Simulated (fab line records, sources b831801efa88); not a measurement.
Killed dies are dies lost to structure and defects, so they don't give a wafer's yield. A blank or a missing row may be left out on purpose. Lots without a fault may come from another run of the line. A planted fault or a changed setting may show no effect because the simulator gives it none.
Which tool did it? | flow gf180mcu | 11 lots, 33 wafers sampled, at 4 steps of a route of 602

WHAT THE GAUGES READ, wafer by wafer
GF_V5_CD_MEAS_14: target cd 260 nm.
lot  | measured     | on        | cd_nm (nm)
L391 | day 27 14:01 | cd_sem-01 | 259.6 260.6 260.5
L392 | day 27 22:46 | cd_sem-01 | 260.0 260.9 260.4
L397 | day 29 21:47 | cd_sem-01 | 259.0 261.0 258.5
L398 | day 30 04:38 | cd_sem-02 | 260.2 259.0 258.6
L399 | day 30 08:12 | cd_sem-01 | 262.0 262.4 261.6
L405 | day 31 16:20 | cd_sem-02 | 251.9 250.6 251.2
L404 | day 31 18:56 | cd_sem-01 | 260.4 262.2 260.2
L408 | day 32 08:49 | cd_sem-02 | 253.7 253.9 254.4
L409 | day 32 10:06 | cd_sem-01 | 260.9 259.3 258.4
L410 | day 32 20:16 | cd_sem-02 | 253.6 255.3 254.9
L411 | day 33 01:59 | cd_sem-01 | 259.8 259.8 259.3

WHICH TOOL RAN EACH LOT (tool, then ch and the chambers of the sampled wafers, then the start)
lot  | GF_MIM_METAL_ETCH_19              | GF_M5_STRIP_11                       | GF_V5_EXPOSE_11
L391 | rie_metal-01 ch 1, day 25 19:46   | plasma_asher-01 ch 0,1, day 26 16:58 | krf_scanner-02 ch 0, day 27 04:13
L392 | rie_metal-03 ch 0,1, day 26 04:06 | plasma_asher-04 ch 0,1, day 27 01:16 | krf_scanner-01 ch 0, day 27 12:52
L397 | rie_metal-03 ch 0, day 28 04:54   | plasma_asher-04 ch 0,1, day 29 01:28 | krf_scanner-02 ch 0, day 29 12:29
L398 | rie_metal-02 ch 0,1, day 28 12:27 | plasma_asher-03 ch 0,1, day 29 08:59 | krf_scanner-02 ch 0, day 29 19:32
L399 | rie_metal-02 ch 0,1, day 28 16:24 | plasma_asher-01 ch 0,1, day 29 12:17 | krf_scanner-02 ch 0, day 29 23:24
L405 | rie_metal-02 ch 0,1, day 30 03:18 | plasma_asher-04 ch 0,1, day 30 21:55 | krf_scanner-02 ch 0, day 31 07:59
L404 | rie_metal-02 ch 1, day 30 05:31   | plasma_asher-01 ch 0,1, day 31 00:20 | krf_scanner-01 ch 0, day 31 10:29
L408 | rie_metal-02 ch 1, day 30 19:41   | plasma_asher-04 ch 0, day 31 14:13   | krf_scanner-02 ch 0, day 32 00:28
L409 | rie_metal-02 ch 1, day 30 21:16   | plasma_asher-04 ch 0,1, day 31 15:46 | krf_scanner-01 ch 0, day 32 01:47
L410 | rie_metal-02 ch 0,1, day 31 07:59 | plasma_asher-01 ch 0,1, day 32 02:20 | krf_scanner-02 ch 0, day 32 12:12
L411 | rie_metal-01 ch 0, day 31 14:33   | plasma_asher-03 ch 1, day 32 08:31   | krf_scanner-01 ch 0, day 32 18:13
- GF_MIM_METAL_ETCH_19: etches the open film in Cl2/BCl3, stops on Si3N4, target depth 324.5 nm, time 54.1 s.
- GF_M5_STRIP_11: strips in O2/N2.
- GF_V5_EXPOSE_11: exposes mask Via5, target cd 260 nm.

THE ANSWER, worked out from the rows above alone
Rule: what is usual is taken from the lots themselves. Put in order of their means at a reading, lots are off if they are a third of the lots or fewer, leave a main group of 4 or more, and stand apart from it by a gap of 3 or more times the standard deviation of the main group's means; of several such gaps the widest counts. A main group whose means are all the same, to the digits that the tables above print for the reading, isn't used. A lot without any number at a reading at which 4 lots or more have one is off too. The other lots that the step has rows for count as sound.
Off: L405, L408, L410, at GF_V5_CD_MEAS_14 (cd_nm). The main group: mean 260.2 nm, standard deviation 0.86.
A tool fits if, at a process step before that reading, it ran every lot that is off, and no sound lot after the first of them. The gauges at GF_V5_CD_MEAS_14 are tried like those tools. Can't be told from this: 2 tools fit, krf_scanner-02 at GF_V5_EXPOSE_11, cd_sem-02 at GF_V5_CD_MEAS_14.

WHAT THE SIMULATOR HAD PUT IN
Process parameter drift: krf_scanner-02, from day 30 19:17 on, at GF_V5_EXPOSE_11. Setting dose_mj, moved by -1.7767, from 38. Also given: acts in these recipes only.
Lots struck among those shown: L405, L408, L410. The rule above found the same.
